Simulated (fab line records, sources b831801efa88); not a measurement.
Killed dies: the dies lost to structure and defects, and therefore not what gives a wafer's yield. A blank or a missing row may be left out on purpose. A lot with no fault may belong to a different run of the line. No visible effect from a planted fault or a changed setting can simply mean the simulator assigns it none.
The tool behind it: which one? || flow sky130 || 42 wafers from 14 lots sampled at 4 of the route's 708 steps

## WHAT THE GAUGES READ, wafer by wafer
SKY_POLY_CUT_OVL_MEAS_09. Usual: for POLY_CUT_OVL the level is -1 nm and the standard deviation is 5.2.
{"lot": "L314", "measured": "day 25 01:32", "on": "overlay-02", "POLY_CUT_OVL (nm)": "4 1 -2", "flag": ""}
{"lot": "L315", "measured": "day 25 07:38", "on": "overlay-02", "POLY_CUT_OVL (nm)": "-6 -8 -1", "flag": ""}
{"lot": "L318", "measured": "day 26 04:01", "on": "overlay-02", "POLY_CUT_OVL (nm)": "5 -4 3", "flag": ""}
{"lot": "L323", "measured": "day 28 13:20", "on": "overlay-02", "POLY_CUT_OVL (nm)": "-10 -7 -3", "flag": ""}
{"lot": "L325", "measured": "day 28 19:56", "on": "overlay-02", "POLY_CUT_OVL (nm)": "0 -5 -9", "flag": ""}
{"lot": "L328", "measured": "day 30 20:44", "on": "overlay-02", "POLY_CUT_OVL (nm)": "-5 -13 -7", "flag": ""}
{"lot": "L329", "measured": "day 30 21:45", "on": "overlay-02", "POLY_CUT_OVL (nm)": "-2 3 -1", "flag": ""}
{"lot": "L330", "measured": "day 31 14:13", "on": "overlay-01", "POLY_CUT_OVL (nm)": "-5 5 5", "flag": ""}
{"lot": "L331", "measured": "day 31 18:47", "on": "overlay-01", "POLY_CUT_OVL (nm)": "-7 -1 -4", "flag": ""}
{"lot": "L332", "measured": "day 32 00:51", "on": "overlay-02", "POLY_CUT_OVL (nm)": "-3 2 -1", "flag": ""}
{"lot": "L333", "measured": "day 32 04:59", "on": "overlay-01", "POLY_CUT_OVL (nm)": "0 -4 -2", "flag": ""}
{"lot": "L335", "measured": "day 32 10:07", "on": "overlay-01", "POLY_CUT_OVL (nm)": "-5 -3 -10", "flag": ""}
{"lot": "L334", "measured": "day 32 12:23", "on": "overlay-01", "POLY_CUT_OVL (nm)": "-3 -3 2", "flag": ""}
{"lot": "L336", "measured": "day 32 16:07", "on": "overlay-02", "POLY_CUT_OVL (nm)": "0 -6 -2", "flag": ""}

SKY_VIA1_CD_MEAS_12 targets a cd of 150 nm. Usual: 149.6 nm for cd_nm, sd 1.4.
{"lot": "L314", "measured": "day 34 21:29", "on": "cd_sem-02", "cd_nm (nm)": "149.0 148.5 149.1", "flag": ""}
{"lot": "L315", "measured": "day 35 01:29", "on": "cd_sem-01", "cd_nm (nm)": "151.5 152.0 151.6", "flag": ""}
{"lot": "L318", "measured": "day 35 20:46", "on": "cd_sem-01", "cd_nm (nm)": "149.1 151.1 149.5", "flag": ""}
{"lot": "L323", "measured": "day 38 00:01", "on": "cd_sem-01", "cd_nm (nm)": "152.7 152.0 154.2", "flag": ""}
{"lot": "L325", "measured": "day 38 04:22", "on": "cd_sem-02", "cd_nm (nm)": "150.8 151.2 151.3", "flag": ""}
{"lot": "L328", "measured": "day 39 21:47", "on": "cd_sem-02", "cd_nm (nm)": "152.1 150.9 150.3", "flag": ""}
{"lot": "L329", "measured": "day 40 02:33", "on": "cd_sem-02", "cd_nm (nm)": "150.9 150.9 150.0", "flag": ""}
{"lot": "L330", "measured": "day 40 16:23", "on": "cd_sem-01", "cd_nm (nm)": "150.0 149.0 149.2", "flag": ""}
{"lot": "L331", "measured": "day 40 22:03", "on": "cd_sem-01", "cd_nm (nm)": "147.7 150.0 150.0", "flag": ""}
{"lot": "L332", "measured": "day 41 03:48", "on": "cd_sem-01", "cd_nm (nm)": "149.7 147.5 148.1", "flag": ""}
{"lot": "L333", "measured": "day 41 05:57", "on": "cd_sem-01", "cd_nm (nm)": "147.3 149.5 151.0", "flag": ""}
{"lot": "L335", "measured": "day 41 09:16", "on": "cd_sem-01", "cd_nm (nm)": "150.4 149.7 151.0", "flag": ""}
{"lot": "L334", "measured": "day 41 12:38", "on": "cd_sem-02", "cd_nm (nm)": "150.1 149.9 150.3", "flag": ""}
{"lot": "L336", "measured": "day 41 16:27", "on": "cd_sem-02", "cd_nm (nm)": "148.4 148.8 149.8", "flag": ""}

## WHICH TOOL RAN EACH LOT (tool, then ch and the chambers of the sampled wafers, then the start)
{"lot": "L314", "SKY_POLY_GATE_ETCH_16": "rie_diel-03 ch 1,2, day 17 02:20", "SKY_SD_N_EXPOSE_04": "iline_stepper-01 ch 0, day 28 03:50"}
{"lot": "L315", "SKY_POLY_GATE_ETCH_16": "rie_diel-04 ch 1,2,3, day 17 12:01", "SKY_SD_N_EXPOSE_04": "iline_stepper-01 ch 0, day 28 10:04"}
{"lot": "L318", "SKY_POLY_GATE_ETCH_16": "rie_diel-02 ch 0,1,3, day 18 04:43", "SKY_SD_N_EXPOSE_04": "iline_stepper-01 ch 0, day 29 06:57"}
{"lot": "L323", "SKY_POLY_GATE_ETCH_16": "rie_diel-03 ch 1,3, day 20 11:19", "SKY_SD_N_EXPOSE_04": "iline_stepper-02, day 31 11:40"}
{"lot": "L325", "SKY_POLY_GATE_ETCH_16": "rie_diel-03 ch 1,2,3, day 21 02:53", "SKY_SD_N_EXPOSE_04": "iline_stepper-02, day 31 18:59"}
{"lot": "L328", "SKY_POLY_GATE_ETCH_16": "rie_diel-02 ch 1,2,3, day 23 07:41", "SKY_SD_N_EXPOSE_04": "iline_stepper-02 ch 0, day 33 16:23"}
{"lot": "L329", "SKY_POLY_GATE_ETCH_16": "rie_diel-03 ch 0,2,3, day 23 08:37", "SKY_SD_N_EXPOSE_04": "iline_stepper-02 ch 0, day 33 18:21"}
{"lot": "L330", "SKY_POLY_GATE_ETCH_16": "rie_diel-03 ch 1,3, day 24 01:26", "SKY_SD_N_EXPOSE_04": "iline_stepper-01 ch 0, day 34 10:39"}
{"lot": "L331", "SKY_POLY_GATE_ETCH_16": "rie_diel-02 ch 0,2, day 24 06:34", "SKY_SD_N_EXPOSE_04": "iline_stepper-01 ch 0, day 34 15:14"}
{"lot": "L332", "SKY_POLY_GATE_ETCH_16": "rie_diel-02 ch 0,1,2, day 24 14:02", "SKY_SD_N_EXPOSE_04": "iline_stepper-02 ch 0, day 34 20:56"}
{"lot": "L333", "SKY_POLY_GATE_ETCH_16": "rie_diel-04 ch 1,2, day 24 15:47", "SKY_SD_N_EXPOSE_04": "iline_stepper-01 ch 0, day 35 01:03"}
{"lot": "L335", "SKY_POLY_GATE_ETCH_16": "rie_diel-03 ch 2,3, day 24 21:56", "SKY_SD_N_EXPOSE_04": "iline_stepper-02 ch 0, day 35 04:32"}
{"lot": "L334", "SKY_POLY_GATE_ETCH_16": "rie_diel-04 ch 1,2,3, day 25 00:07", "SKY_SD_N_EXPOSE_04": "iline_stepper-02 ch 0, day 35 07:58"}
{"lot": "L336", "SKY_POLY_GATE_ETCH_16": "rie_diel-03 ch 1,3, day 25 06:50", "SKY_SD_N_EXPOSE_04": "iline_stepper-01 ch 0, day 35 12:14"}
- SKY_POLY_GATE_ETCH_16: etches Si3N4 in CH3F/O2, stops on poly-Si, time 147.5 s, target depth 75 nm.
- SKY_SD_N_EXPOSE_04: exposes mask NSDM, target cd 380 nm.

## AS READ BY THE TOOLS THEMSELVES (means over the sampled wafers that have a number; for cases with no such wafer, the mark the record gives instead)
SKY_POLY_GATE_ETCH_16. Usual: drypump_motor_current_A 5.7 A, standard deviation 0.48; oes_product_au 0.639 a.u., standard deviation 0.0056; throttle_valve_pct 10.533 %, standard deviation 0.0097.
{"lot": "L314", "tool": "rie_diel-03", "drypump_motor_current_A (A)": 5.9, "oes_product_au (a.u.)": 0.633, "throttle_valve_pct (%)": 10.532, "flag": ""}
{"lot": "L315", "tool": "rie_diel-04", "drypump_motor_current_A (A)": 5.8, "oes_product_au (a.u.)": 0.641, "throttle_valve_pct (%)": 10.535, "flag": ""}
{"lot": "L318", "tool": "rie_diel-02", "drypump_motor_current_A (A)": 5.4, "oes_product_au (a.u.)": 0.634, "throttle_valve_pct (%)": 10.523, "flag": ""}
{"lot": "L323", "tool": "rie_diel-03", "drypump_motor_current_A (A)": 6.0, "oes_product_au (a.u.)": 0.640, "throttle_valve_pct (%)": 10.530, "flag": ""}
{"lot": "L325", "tool": "rie_diel-03", "drypump_motor_current_A (A)": 6.0, "oes_product_au (a.u.)": 0.642, "throttle_valve_pct (%)": 10.536, "flag": ""}
{"lot": "L328", "tool": "rie_diel-02", "drypump_motor_current_A (A)": 5.7, "oes_product_au (a.u.)": 0.643, "throttle_valve_pct (%)": 10.534, "flag": ""}
{"lot": "L329", "tool": "rie_diel-03", "drypump_motor_current_A (A)": 5.8, "oes_product_au (a.u.)": 0.644, "throttle_valve_pct (%)": 10.538, "flag": ""}
{"lot": "L330", "tool": "rie_diel-03", "drypump_motor_current_A (A)": 6.1, "oes_product_au (a.u.)": 0.645, "throttle_valve_pct (%)": 10.538, "flag": ""}
{"lot": "L331", "tool": "rie_diel-02", "drypump_motor_current_A (A)": 5.8, "oes_product_au (a.u.)": 0.637, "throttle_valve_pct (%)": 10.532, "flag": ""}
{"lot": "L332", "tool": "rie_diel-02", "drypump_motor_current_A (A)": 5.8, "oes_product_au (a.u.)": 0.634, "throttle_valve_pct (%)": 10.532, "flag": ""}
{"lot": "L333", "tool": "rie_diel-04", "drypump_motor_current_A (A)": 5.3, "oes_product_au (a.u.)": 0.640, "throttle_valve_pct (%)": 10.531, "flag": ""}
{"lot": "L335", "tool": "rie_diel-03", "drypump_motor_current_A (A)": 6.0, "oes_product_au (a.u.)": 0.637, "throttle_valve_pct (%)": 10.532, "flag": ""}
{"lot": "L334", "tool": "rie_diel-04", "drypump_motor_current_A (A)": 5.8, "oes_product_au (a.u.)": 0.647, "throttle_valve_pct (%)": 10.538, "flag": ""}
{"lot": "L336", "tool": "rie_diel-03", "drypump_motor_current_A (A)": 6.1, "oes_product_au (a.u.)": 0.645, "throttle_valve_pct (%)": 10.533, "flag": ""}

SKY_SD_N_EXPOSE_04. Usual: exposure_dose_mJ_cm2 140.93, standard deviation 0.14; focus_offset_nm 0.2 nm, standard deviation 0.47.
{"lot": "L314", "tool": "iline_stepper-01", "exposure_dose_mJ_cm2": 140.90, "focus_offset_nm (nm)": 0.3, "flag": ""}
{"lot": "L315", "tool": "iline_stepper-01", "exposure_dose_mJ_cm2": 140.96, "focus_offset_nm (nm)": 0.1, "flag": ""}
{"lot": "L318", "tool": "iline_stepper-01", "exposure_dose_mJ_cm2": 140.77, "focus_offset_nm (nm)": 0.2, "flag": ""}
{"lot": "L323", "tool": "iline_stepper-02", "exposure_dose_mJ_cm2": "-", "focus_offset_nm (nm)": "-", "flag": "OFF"}
{"lot": "L325", "tool": "iline_stepper-02", "exposure_dose_mJ_cm2": "-", "focus_offset_nm (nm)": "-", "flag": "OFF"}
{"lot": "L328", "tool": "iline_stepper-02", "exposure_dose_mJ_cm2": 141.04, "focus_offset_nm (nm)": 1.1, "flag": ""}
{"lot": "L329", "tool": "iline_stepper-02", "exposure_dose_mJ_cm2": 141.09, "focus_offset_nm (nm)": 0.5, "flag": ""}
{"lot": "L330", "tool": "iline_stepper-01", "exposure_dose_mJ_cm2": 140.94, "focus_offset_nm (nm)": -0.3, "flag": ""}
{"lot": "L331", "tool": "iline_stepper-01", "exposure_dose_mJ_cm2": 140.78, "focus_offset_nm (nm)": 0.0, "flag": ""}
{"lot": "L332", "tool": "iline_stepper-02", "exposure_dose_mJ_cm2": 140.96, "focus_offset_nm (nm)": 0.3, "flag": ""}
{"lot": "L333", "tool": "iline_stepper-01", "exposure_dose_mJ_cm2": 140.81, "focus_offset_nm (nm)": 0.1, "flag": ""}
{"lot": "L335", "tool": "iline_stepper-02", "exposure_dose_mJ_cm2": 140.82, "focus_offset_nm (nm)": 0.0, "flag": ""}
{"lot": "L334", "tool": "iline_stepper-02", "exposure_dose_mJ_cm2": 140.69, "focus_offset_nm (nm)": 0.3, "flag": ""}
{"lot": "L336", "tool": "iline_stepper-01", "exposure_dose_mJ_cm2": 140.83, "focus_offset_nm (nm)": -0.8, "flag": ""}

## THE ANSWER, worked out from the rows above alone
Rule: lot off if the mean of its wafers having a number is beyond 3 standard deviations from the usual mean. A lot without any number at a reading at which 4 lots or more have one is off too. Any other lot the step has rows for is counted as sound. Order of review: gauges by route order, followed by the tools' own readings, for which a lot's mean as printed above is used. At the first step where some lot is off, the reading lying furthest off is the one used; lots without a number count as furthest.
Off at SKY_SD_N_EXPOSE_04 (exposure_dose_mJ_cm2): L323, L325. Without a number there: L323, L325.
A tool fits if, at that step or a process step before it, it ran every lot that is off, and no sound lot after the first of them. None of those tried fits.

## WHAT THE SIMULATOR HAD INSERTED
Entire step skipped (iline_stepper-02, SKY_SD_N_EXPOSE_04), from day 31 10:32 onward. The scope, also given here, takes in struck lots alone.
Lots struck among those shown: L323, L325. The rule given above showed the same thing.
